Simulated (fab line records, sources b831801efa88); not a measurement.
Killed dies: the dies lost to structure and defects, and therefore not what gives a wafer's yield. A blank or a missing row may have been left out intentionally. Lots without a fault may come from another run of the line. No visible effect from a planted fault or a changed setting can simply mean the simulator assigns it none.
fab line records	flow sky130	part 1 of 2: steps 1 to 26 of 36
record lots=5	wafers=15	lastDay=50
route steps=708 shown RES_XHIGH@340 SD_N@342 SD_P@359 SALICIDE@361 LI_CONTACT@362
lots that met no fault: from a run of the same line without faults
startH: the number of hours between the record's first day and the start of the first shown wafer of the lot	waitH: time in hours since the lot's previous step	" same as the row above	L1.1+2: a single row standing in for several wafers	- no value, or no start was given	* or withheld: withheld	< > ~ a bound
route shown NAME@n: names a module that has steps shown in the file, with the first one's number in the route	usual: mean/standard deviation of fault-free wafers	same: alike in all rows	chamber/n: place in a boat	sites: each site's reading	_std_site: standard deviation of those values	_edge_site: outer sites' mean less inner sites'	radiusMm: how far each site lies from the wafer's centre	mask NAME#n: copy n	behind: the tool/chamber that last shaped the wafer	hold: why the lot was held/for how many hours/how that ended	device: which transistor (n, p or np) failed to switch	end of line: at the end of the route, the tests of the same wafers	step lacking rows: just its recipe	killed: at the first sort, the dies lost to defects and structure; wafer yield is something else	map: a wafer's dies, x killed, . not, _ none there
set.NAME: the setting that was run; set.NAME@STEP: the one run at that earlier step	model.NAME: the simulator's own value behind a step, which no gauge read
lots at some steps of the route; a table a step, a row a wafer
services: the hour from which a tool's chamber was out of use, counted from the record's first day as startH (under 0 if before that day), plus the number of hours and why
## steps
# step SKY_RES_XHIGH_STRIP_08
# recipe chemistry=O2/N2	powerW=1400	pressureMtorr=1500	platenTempC=withheld	o2FlowSccm=3000	n2FlowSccm=300	overashFraction=0.5
# usual drypumpMotorCurrentA=5.7/0.31	oesProductAu=0.711/0.005	stripTimeToEndpointS=14.28/0.044
# same overashFraction=0.5
lot.wafer	tool	chamber	startH	waitH	drypumpMotorCurrentA	oesProductAu	rfHoursCounterH	stripTimeToEndpointS
L076.3	plasmaAsher-04	1	633.80	0.1	5.9	0.708	-	14.34
L076.4	"	0	"	"	5.7	0.714	-	14.31
L076.6	"	0	"	"	5.7	0.709	-	14.33
L078.3	plasmaAsher-04	1	658.50	0.1	5.9	0.711	-	14.27
L078.4	"	0	"	"	5.7	0.710	-	14.25
L078.6	"	0	"	"	5.7	0.707	-	14.27
L085.2	plasmaAsher-01	1	711.20	0.1	5.7	0.710	90	14.24
L085.3	"	0	"	"	5.1	0.709	-	14.21
L085.4	"	1	"	"	5.7	0.703	-	14.24
L087.1	plasmaAsher-02	0	729.83	0.1	5.3	0.714	30	14.24
L087.3	"	1	"	"	6.1	0.715	-	14.21
L087.5	"	0	"	"	5.3	0.711	-	14.21
L096.2	plasmaAsher-04	0	795.82	0.1	5.7	0.713	66	14.26
L096.5	"	1	"	"	5.9	0.716	-	14.25
L096.6	"	0	"	"	5.7	0.712	-	14.26
# step SKY_RES_XHIGH_TW_MEAS_09
# usual RES_XHIGH_TW=1625/14
lot.wafer	tool	chamber	startH	waitH	RES_XHIGH_TW
L076.3	filmMetro-02	-	633.89	0.1	1614
L076.4	"	-	"	"	1619
L076.6	"	-	"	"	1613
L078.3	filmMetro-03	-	658.61	0.1	1639
L078.4	"	-	"	"	1644
L078.6	"	-	"	"	1646
L085.2	filmMetro-02	-	711.31	0.1	1612
L085.3	"	-	"	"	1605
L085.4	"	-	"	"	1616
L087.1	filmMetro-03	-	729.93	0.1	1646
L087.3	"	-	"	"	1643
L087.5	"	-	"	"	1636
L096.2	filmMetro-03	-	795.93	0.1	1659
L096.5	"	-	"	"	1648
L096.6	"	-	"	"	1651
# step SKY_SD_N_DEHYDRATE_00
# recipe tempC=200	timeS=60
# usual resistLineTempC=22.98/0.098
# same timeS=60
lot.wafer	tool	chamber	startH	waitH	resistLineTempC
L076.3	lithoTrack-04	0	647.94	14.0	23.11
L076.4	"	0	"	"	23.07
L076.6	"	0	"	"	23.00
L078.3	lithoTrack-04	0	672.39	13.8	22.88
L078.4	"	0	"	"	22.92
L078.6	"	0	"	"	22.98
L085.2	lithoTrack-04	0	724.21	12.9	22.97
L085.3	"	0	"	"	22.99
L085.4	"	0	"	"	23.11
L087.1	lithoTrack-01	0	742.90	13.0	22.85
L087.3	"	0	"	"	22.94
L087.5	"	0	"	"	22.80
L096.2	lithoTrack-03	0	808.00	12.1	23.06
L096.5	"	0	"	"	23.01
L096.6	"	0	"	"	22.91
# step SKY_SD_N_HMDS_01
# recipe primeTimeS=60	primeTempC=120
# usual resistLineTempC=23.00/0.11
# same primeTimeS=60
lot.wafer	tool	chamber	startH	waitH	resistLineTempC
L076.3	lithoTrack-04	0	648.09	0.1	22.82
L076.4	"	0	"	"	23.02
L076.6	"	0	"	"	22.89
L078.3	lithoTrack-04	0	672.54	0.1	23.19
L078.4	"	0	"	"	23.17
L078.6	"	0	"	"	23.22
L085.2	lithoTrack-04	0	724.36	0.1	22.85
L085.3	"	0	"	"	23.00
L085.4	"	0	"	"	22.95
L087.1	lithoTrack-01	0	743.05	0.1	22.99
L087.3	"	0	"	"	22.89
L087.5	"	0	"	"	23.08
L096.2	lithoTrack-03	0	808.15	0.1	22.78
L096.5	"	0	"	"	23.04
L096.6	"	0	"	"	23.01
# step SKY_SD_N_COAT_02
# recipe resist=NOVOLAK	spinRpm=3000	resistThkNm=1140
# usual resistLineTempC=22.99/0.095
lot.wafer	tool	chamber	startH	waitH	resistLineTempC
L076.3	lithoTrack-04	0	648.24	0.1	23.02
L076.4	"	0	"	"	22.93
L076.6	"	0	"	"	22.97
L078.3	lithoTrack-04	0	672.69	0.1	22.99
L078.4	"	0	"	"	22.96
L078.6	"	0	"	"	22.85
L085.2	lithoTrack-04	0	724.51	0.1	23.03
L085.3	"	0	"	"	23.09
L085.4	"	0	"	"	23.01
L087.1	lithoTrack-01	0	743.20	0.1	22.87
L087.3	"	0	"	"	22.99
L087.5	"	0	"	"	22.95
L096.2	lithoTrack-03	0	808.30	0.1	22.99
L096.5	"	0	"	"	22.86
L096.6	"	0	"	"	23.00
# step SKY_SD_N_SOFTBAKE_03
# recipe tempC=90	timeS=60	resist=NOVOLAK
# usual resistLineTempC=22.99/0.094
# same timeS=60
lot.wafer	tool	chamber	startH	waitH	resistLineTempC
L076.3	lithoTrack-04	0	648.39	0.1	23.04
L076.4	"	0	"	"	23.14
L076.6	"	0	"	"	22.93
L078.3	lithoTrack-04	0	672.84	0.1	22.98
L078.4	"	0	"	"	22.97
L078.6	"	0	"	"	22.85
L085.2	lithoTrack-04	0	724.66	0.1	22.92
L085.3	"	0	"	"	22.89
L085.4	"	0	"	"	22.95
L087.1	lithoTrack-01	0	743.35	0.1	22.96
L087.3	"	0	"	"	23.16
L087.5	"	0	"	"	23.13
L096.2	lithoTrack-03	0	808.45	0.1	22.88
L096.5	"	0	"	"	23.04
L096.6	"	0	"	"	23.01
# step SKY_SD_N_EXPOSE_04
# recipe maskId=NSDM	na=0.6	sourceShape=conventional	sigmaOuter=0.6	polarization=unpolarized	targetCdNm=380	doseMj=141
# same sigmaOuter=0.6
lot.wafer	tool	chamber	startH	waitH	mask
L076.3+4+6	ilineStepper-02	0	-	-	NSDM#0
L078.3+4+6	ilineStepper-02	0	-	-	NSDM#0
L085.2+3+4	ilineStepper-02	0	-	-	NSDM#0
L087.1+3+5	ilineStepper-02	0	-	-	NSDM#0
L096.2+5+6	ilineStepper-01	0	-	-	NSDM#0
# step SKY_SD_N_PEB_05
# recipe tempC=withheld	timeS=*	resist=NOVOLAK
# usual resistLineTempC=*
# same timeS=*
lot.wafer	tool	chamber	startH	waitH	resistLineTempC
L076.3	lithoTrack-03	0	-	-	*
L076.4	"	0	"	"	*
L076.6	"	0	"	"	*
L078.3	lithoTrack-01	0	-	-	*
L078.4	"	0	"	"	*
L078.6	"	0	"	"	*
L085.2	lithoTrack-03	0	-	-	*
L085.3	"	0	"	"	*
L085.4	"	0	"	"	*
L087.1	lithoTrack-04	0	-	-	*
L087.3	"	0	"	"	*
L087.5	"	0	"	"	*
L096.2	lithoTrack-04	0	-	-	*
L096.5	"	0	"	"	*
L096.6	"	0	"	"	*
# step SKY_SD_N_DEVELOP_06
# recipe resist=NOVOLAK	developer=TMAH	developTimeS=60	devTempC=23
# usual resistLineTempC=23.01/0.099
lot.wafer	tool	chamber	startH	waitH	resistLineTempC
L076.3	lithoTrack-03	0	662.57	0.1	22.93
L076.4	"	0	"	"	23.13
L076.6	"	0	"	"	22.99
L078.3	lithoTrack-01	0	686.55	0.1	22.99
L078.4	"	0	"	"	23.01
L078.6	"	0	"	"	23.05
L085.2	lithoTrack-03	0	738.50	0.1	23.04
L085.3	"	0	"	"	23.13
L085.4	"	0	"	"	22.98
L087.1	lithoTrack-04	0	756.04	0.1	22.89
L087.3	"	0	"	"	23.00
L087.5	"	0	"	"	23.09
L096.2	lithoTrack-04	0	820.76	0.1	22.96
L096.5	"	0	"	"	23.02
L096.6	"	0	"	"	23.18
# step SKY_SD_N_CD_MEAS_07
# recipe targetCdNm=380
# usual cdNm=379.8/2.6
lot.wafer	tool	chamber	startH	waitH	cdNm
L076.3	cdSem-01	-	662.71	0.1	382.8
L076.4	"	-	"	"	384.5
L076.6	"	-	"	"	382.1
L078.3	cdSem-01	-	686.69	0.1	381.8
L078.4	"	-	"	"	384.4
L078.6	"	-	"	"	382.3
L085.2	cdSem-01	-	738.64	0.1	379.9
L085.3	"	-	"	"	380.1
L085.4	"	-	"	"	379.8
L087.1	cdSem-02	-	756.19	0.1	375.9
L087.3	"	-	"	"	378.7
L087.5	"	-	"	"	378.4
L096.2	cdSem-02	-	820.91	0.1	381.5
L096.5	"	-	"	"	380.6
L096.6	"	-	"	"	380.9
# step SKY_SD_N_OVL_MEAS_08
# usual SD_N_OVL=0.6/1.5
lot.wafer	tool	chamber	startH	waitH	SD_N_OVL[nm]
L076.3	overlay-02	-	662.80	0.1	0.2
L076.4	"	-	"	"	-1.9
L076.6	"	-	"	"	0.1
L078.3	overlay-01	-	686.78	0.1	3.2
L078.4	"	-	"	"	3.1
L078.6	"	-	"	"	0.1
L085.2	overlay-01	-	738.75	0.1	-2.5
L085.3	"	-	"	"	-0.7
L085.4	"	-	"	"	-0.1
L087.1	overlay-02	-	756.33	0.1	-0.8
L087.3	"	-	"	"	-1.5
L087.5	"	-	"	"	1.1
L096.2	overlay-02	-	821.01	0.1	2.2
L096.5	"	-	"	"	2.3
L096.6	"	-	"	"	0.7
# step SKY_SD_N_IMPLANT_09
# recipe species=As	energyKev=50	doseCm2=4e+15	tiltDeg=0
# usual doseIonsCm2=4e+15/4.1e+12
lot.wafer	tool	chamber	startH	waitH	doseIonsCm2
L076.3	implanter-04	0	662.88	0.1	4.012e+15
L076.4	"	0	"	"	4.006e+15
L076.6	"	0	"	"	4.002e+15
L078.3	implanter-01	0	686.86	0.1	3.996e+15
L078.4	"	0	"	"	4.001e+15
L078.6	"	0	"	"	3.997e+15
L085.2	implanter-03	0	738.80	0.0	4.003e+15
L085.3	"	0	"	"	3.996e+15
L085.4	"	0	"	"	3.997e+15
L087.1	implanter-01	0	756.36	0.0	3.998e+15
L087.3	"	0	"	"	3.999e+15
L087.5	"	0	"	"	4.007e+15
L096.2	implanter-03	0	821.07	0.0	3.999e+15
L096.5	"	0	"	"	3.999e+15
L096.6	"	0	"	"	4.002e+15
# step SKY_SD_N_IMPLANT_10
# recipe species=P	energyKev=20	doseCm2=1e+14	tiltDeg=0
# usual doseIonsCm2=1.0002e+14/1.2e+11
lot.wafer	tool	chamber	startH	waitH	doseIonsCm2
L076.3	implanter-04	0	663.03	0.1	1.0022e+14
L076.4	"	0	"	"	1.0009e+14
L076.6	"	0	"	"	9.998e+13
L078.3	implanter-01	0	687.01	0.1	1.0007e+14
L078.4	"	0	"	"	9.993e+13
L078.6	"	0	"	"	1.0015e+14
L085.2	implanter-03	0	738.95	0.1	9.981e+13
L085.3	"	0	"	"	9.986e+13
L085.4	"	0	"	"	9.999e+13
L087.1	implanter-01	0	756.51	0.1	9.999e+13
L087.3	"	0	"	"	1.0007e+14
L087.5	"	0	"	"	9.99e+13
L096.2	implanter-03	0	821.22	0.1	9.982e+13
L096.5	"	0	"	"	9.979e+13
L096.6	"	0	"	"	9.981e+13
# step SKY_SD_N_STRIP_11
# recipe chemistry=O2/N2	powerW=1400	pressureMtorr=1500	platenTempC=withheld	o2FlowSccm=3000	n2FlowSccm=300	overashFraction=0.5
# usual drypumpMotorCurrentA=5.8/0.36	oesProductAu=0.527/0.0043	stripTimeToEndpointS=22.54/0.035
# same overashFraction=0.5
lot.wafer	tool	chamber	startH	waitH	drypumpMotorCurrentA	oesProductAu	rfHoursCounterH	stripTimeToEndpointS
L076.3	plasmaAsher-04	1	663.16	0.1	5.9	0.528	-	22.57
L076.4	"	0	"	"	5.7	0.529	-	22.50
L076.6	"	1	"	"	5.9	0.528	-	22.53
L078.3	plasmaAsher-01	1	687.14	0.1	5.7	0.525	-	22.50
L078.4	"	0	"	"	5.1	0.524	-	22.47
L078.6	"	0	"	"	5.1	0.529	-	22.51
L085.2	plasmaAsher-04	1	739.08	0.1	5.9	0.523	62	22.56
L085.3	"	1	"	"	5.9	0.529	-	22.57
L085.4	"	0	"	"	5.7	0.532	-	22.59
L087.1	plasmaAsher-04	1	756.66	0.1	5.9	0.543	64	22.55
L087.3	"	1	"	"	5.9	0.529	-	22.54
L087.5	"	1	"	"	5.9	0.520	-	22.55
L096.2	plasmaAsher-03	0	821.34	0.1	6.5	0.525	8	22.54
L096.5	"	1	"	"	5.8	0.525	-	22.48
L096.6	"	0	"	"	6.5	0.529	-	22.53
# step SKY_SD_N_TW_MEAS_12
# usual SD_N_TW=3971/41
lot.wafer	tool	chamber	startH	waitH	SD_N_TW
L076.3	filmMetro-03	-	663.25	0.1	4015
L076.4	"	-	"	"	4024
L076.6	"	-	"	"	4002
L078.3	filmMetro-02	-	687.23	0.1	3925
L078.4	"	-	"	"	3905
L078.6	"	-	"	"	3936
L085.2	filmMetro-03	-	739.19	0.1	3999
L085.3	"	-	"	"	3991
L085.4	"	-	"	"	4004
L087.1	filmMetro-02	-	756.79	0.1	3920
L087.3	"	-	"	"	3914
L087.5	"	-	"	"	3891
L096.2	filmMetro-03	-	821.45	0.1	4020
L096.5	"	-	"	"	4004
L096.6	"	-	"	"	3999
# step SKY_SD_N_CLEAN_13
# recipe chemistry=SC1/SC2	mix=1:4:20	tempC=70	timeS=150	dry=n2Spin
# same timeS=150
lot.wafer	tool	chamber	startH	waitH
L076.3+4+6	wetBench-03	3	663.29	0.0
L078.3+4+6	wetBench-04	2	687.27	0.0
L085.2+3+4	wetBench-04	1	739.24	0.0
L087.1+3+5	wetBench-04	1	756.85	0.1
L096.2+5+6	wetBench-03	2	821.50	0.0
# step SKY_SD_N_RTA_14
# recipe tempC=1075	timeS=2	idleTempC=650	rampUpCPerS=150	rampDownCPerS=90	ambient=N2
# usual lampPowerPct=15.74/0.054	rampDownCPerS=90.000/0.016	wafer_temp_C_max=1078.1/1.5
# same timeS=2
lot.wafer	tool	chamber	startH	waitH	lampPowerPct	rampDownCPerS	wafer_temp_C_max
L076.3	rtpAnneal-01	0	663.36	0.0	15.78	90.008	1075.2
L076.4	"	0	"	"	15.78	90.025	1079.8
L076.6	"	0	"	"	15.72	89.993	1077.0
L078.3	rtpAnneal-01	0	687.34	0.0	15.71	89.995	1075.2
L078.4	"	0	"	"	15.69	90.003	1078.6
L078.6	"	0	"	"	15.76	90.011	1078.2
L085.2	rtpAnneal-02	0	739.30	0.0	15.67	89.982	1078.5
L085.3	"	0	"	"	15.78	89.985	1078.2
L085.4	"	0	"	"	15.74	90.010	1079.9
L087.1	rtpAnneal-02	0	756.91	0.0	15.85	89.999	1078.1
L087.3	"	0	"	"	15.83	89.993	1077.9
L087.5	"	0	"	"	15.77	90.012	1077.9
L096.2	rtpAnneal-01	0	821.57	0.0	15.70	90.003	1078.2
L096.5	"	0	"	"	15.70	90.012	1078.0
L096.6	"	0	"	"	15.77	89.981	1077.1
# step SKY_SD_N_RS_MEAS_16
# recipe thkMeasGauge=four-point-probe
# usual SD_N_RS=68.54/0.13
lot.wafer	tool	chamber	startH	waitH	SD_N_RS[ohm/sq]
L076.3	filmMetro-02	-	663.55	0.1	68.61
L076.4	"	-	"	"	68.76
L076.6	"	-	"	"	68.64
L078.3	filmMetro-03	-	687.53	0.1	68.56
L078.4	"	-	"	"	68.65
L078.6	"	-	"	"	68.59
L085.2	filmMetro-03	-	739.49	0.1	68.32
L085.3	"	-	"	"	68.24
L085.4	"	-	"	"	68.28
L087.1	filmMetro-02	-	757.08	0.1	68.59
L087.3	"	-	"	"	68.43
L087.5	"	-	"	"	68.58
L096.2	filmMetro-04	-	821.75	0.1	68.56
L096.5	"	-	"	"	68.51
L096.6	"	-	"	"	68.43
# step SKY_SD_N_RS_MEAS_17
# recipe thkMeasGauge=four-point-probe
# usual SD_P_RS=147.0/0.41
lot.wafer	tool	chamber	startH	waitH	SD_P_RS[ohm/sq]
L076.3	filmMetro-02	-	663.67	0.1	147.5
L076.4	"	-	"	"	147.3
L076.6	"	-	"	"	146.9
L078.3	filmMetro-03	-	687.65	0.1	146.8
L078.4	"	-	"	"	147.3
L078.6	"	-	"	"	147.2
L085.2	filmMetro-03	-	739.61	0.1	146.0
L085.3	"	-	"	"	145.4
L085.4	"	-	"	"	146.1
L087.1	filmMetro-02	-	757.20	0.1	147.4
L087.3	"	-	"	"	146.9
L087.5	"	-	"	"	147.3
L096.2	filmMetro-04	-	821.87	0.1	147.2
L096.5	"	-	"	"	147.2
L096.6	"	-	"	"	147.4
# step SKY_SD_N_RS_MEAS_18
# recipe thkMeasGauge=four-point-probe
# usual RES_XHIGH_RS=333.1/1.3
lot.wafer	tool	chamber	startH	waitH	RES_XHIGH_RS[ohm/sq]
L076.3	filmMetro-02	-	663.79	0.1	332.5
L076.4	"	-	"	"	334.7
L076.6	"	-	"	"	333.5
L078.3	filmMetro-03	-	687.77	0.1	333.4
L078.4	"	-	"	"	333.6
L078.6	"	-	"	"	333.2
L085.2	filmMetro-03	-	739.73	0.1	333.6
L085.3	"	-	"	"	333.9
L085.4	"	-	"	"	333.7
L087.1	filmMetro-02	-	757.32	0.1	334.0
L087.3	"	-	"	"	334.2
L087.5	"	-	"	"	335.3
L096.2	filmMetro-04	-	821.99	0.1	332.0
L096.5	"	-	"	"	334.0
L096.6	"	-	"	"	333.2
# step SKY_SALICIDE_CLEAN_00
# recipe chemistry=HF-last	timeS=30	dilution=100:1	dry=ipaMarangoni
# same timeS=30
lot.wafer	tool	chamber	startH	waitH
L076.3+4+6	wetBench-02	0	663.87	0.1
L078.3+4+6	wetBench-04	1	687.85	0.1
L085.2+3+4	wetBench-02	0	739.83	0.1
L087.1+3+5	wetBench-03	0	757.44	0.1
L096.2+5+6	wetBench-04	0	822.09	0.1
# step SKY_LI_CONTACT_HDPCVD_00
# recipe material=PSG	targetThkNm=930	sigmaOpenFrac=0.3	timeS=155	tempC=600	sih4FlowSccm=60	pressureMtorr=6
# same timeS=155
lot.wafer	tool	chamber	startH	waitH
L076.3+4+6	hdpcvd-01	2,2,0	663.89	0.0
L078.3+4+6	hdpcvd-02	0,2,0	687.87	0.0
L085.2+3+4	hdpcvd-01	1,2,2	739.84	0.0
L087.1+3+5	hdpcvd-02	0,1,0	757.48	0.0
L096.2+5+6	hdpcvd-02	0,0,1	822.11	0.0
# step SKY_LI_CONTACT_THK_MEAS_01
# recipe reads=PSG_of_LI_CONTACT_HDPCVD_00
# usual LI_CONTACT_HDPCVD_THK=930/8
lot.wafer	tool	chamber	startH	waitH	LI_CONTACT_HDPCVD_THK[nm]
L076.3	filmMetro-02	-	664.01	0.1	936
L076.4	"	-	"	"	936
L076.6	"	-	"	"	941
L078.3	filmMetro-02	-	687.99	0.1	931
L078.4	"	-	"	"	936
L078.6	"	-	"	"	931
L085.2	filmMetro-02	-	739.96	0.1	923
L085.3	"	-	"	"	930
L085.4	"	-	"	"	925
L087.1	filmMetro-02	-	757.58	0.1	925
L087.3	"	-	"	"	920
L087.5	"	-	"	"	921
L096.2	filmMetro-03	-	822.22	0.1	930
L096.5	"	-	"	"	925
L096.6	"	-	"	"	931
# step SKY_LI_CONTACT_CMP_02
# recipe material=PSG	downForcePsi=4	platenRpm=60	padVelocityMS=0.94248
# usual motorCurrentA=11.6/0.86	timeToEndpointS=31.4/2.5
lot.wafer	tool	chamber	startH	waitH	motorCurrentA	timeToEndpointS
L076.4	cmp-01	1	664.15	0.1	11.1	33.1
L076.3	"	2	"	"	10.7	33.9
L076.6	"	3	"	"	11.9	31.6
L078.3	cmp-02	0	688.03	0.0	11.5	30.3
L078.4	"	2	"	"	11.5	29.0
L078.6	"	1	"	"	10.7	28.9
L085.3	cmp-01	2	740.01	0.0	10.4	32.8
L085.2	"	3	"	"	12.2	30.3
L085.4	"	0	"	"	12.8	31.3
L087.1	cmp-02	0	757.64	0.1	11.6	28.2
L087.3	"	1	"	"	10.2	27.6
L087.5	"	0	"	"	12.2	26.9
L096.2	cmp-01	0	822.27	0.0	13.1	34.4
L096.6	"	0	"	"	13.5	32.4
L096.5	"	1	"	"	11.6	33.8
# step SKY_LI_CONTACT_BOW_MEAS_03
# recipe mode=bow
# usual LI_CONTACT_BOW=56/6.5
lot.wafer	tool	chamber	startH	waitH	LI_CONTACT_BOW[um]
L076.3	filmMetro-03	-	664.39	0.1	49
L076.4	"	-	"	"	67
L076.6	"	-	"	"	64
L078.3	filmMetro-02	-	688.37	0.3	55
L078.4	"	-	"	"	47
L078.6	"	-	"	"	64
L085.2	filmMetro-04	-	740.33	0.2	49
L085.3	"	-	"	"	60
L085.4	"	-	"	"	56
L087.1	filmMetro-04	-	757.94	0.2	55
L087.3	"	-	"	"	54
L087.5	"	-	"	"	61
L096.2	filmMetro-02	-	822.59	0.3	51
L096.5	"	-	"	"	60
L096.6	"	-	"	"	52
# step SKY_LI_CONTACT_DEHYDRATE_04
# recipe tempC=200	timeS=60
# usual resistLineTempC=23.00/0.11
# same timeS=60
lot.wafer	tool	chamber	startH	waitH	resistLineTempC
L076.3	lithoTrack-04	0	678.49	14.1	22.93
L076.4	"	0	"	"	22.85
L076.6	"	0	"	"	22.96
L078.3	lithoTrack-02	0	701.83	13.4	22.88
L078.4	"	0	"	"	22.92
L078.6	"	0	"	"	22.97
L085.2	lithoTrack-04	0	752.81	12.5	23.00
L085.3	"	0	"	"	22.91
L085.4	"	0	"	"	22.87
L087.1	lithoTrack-04	0	771.14	13.2	23.04
L087.3	"	0	"	"	23.00
L087.5	"	0	"	"	23.07
L096.2	lithoTrack-02	0	835.75	13.1	22.88
L096.5	"	0	"	"	23.01
L096.6	"	0	"	"	23.02
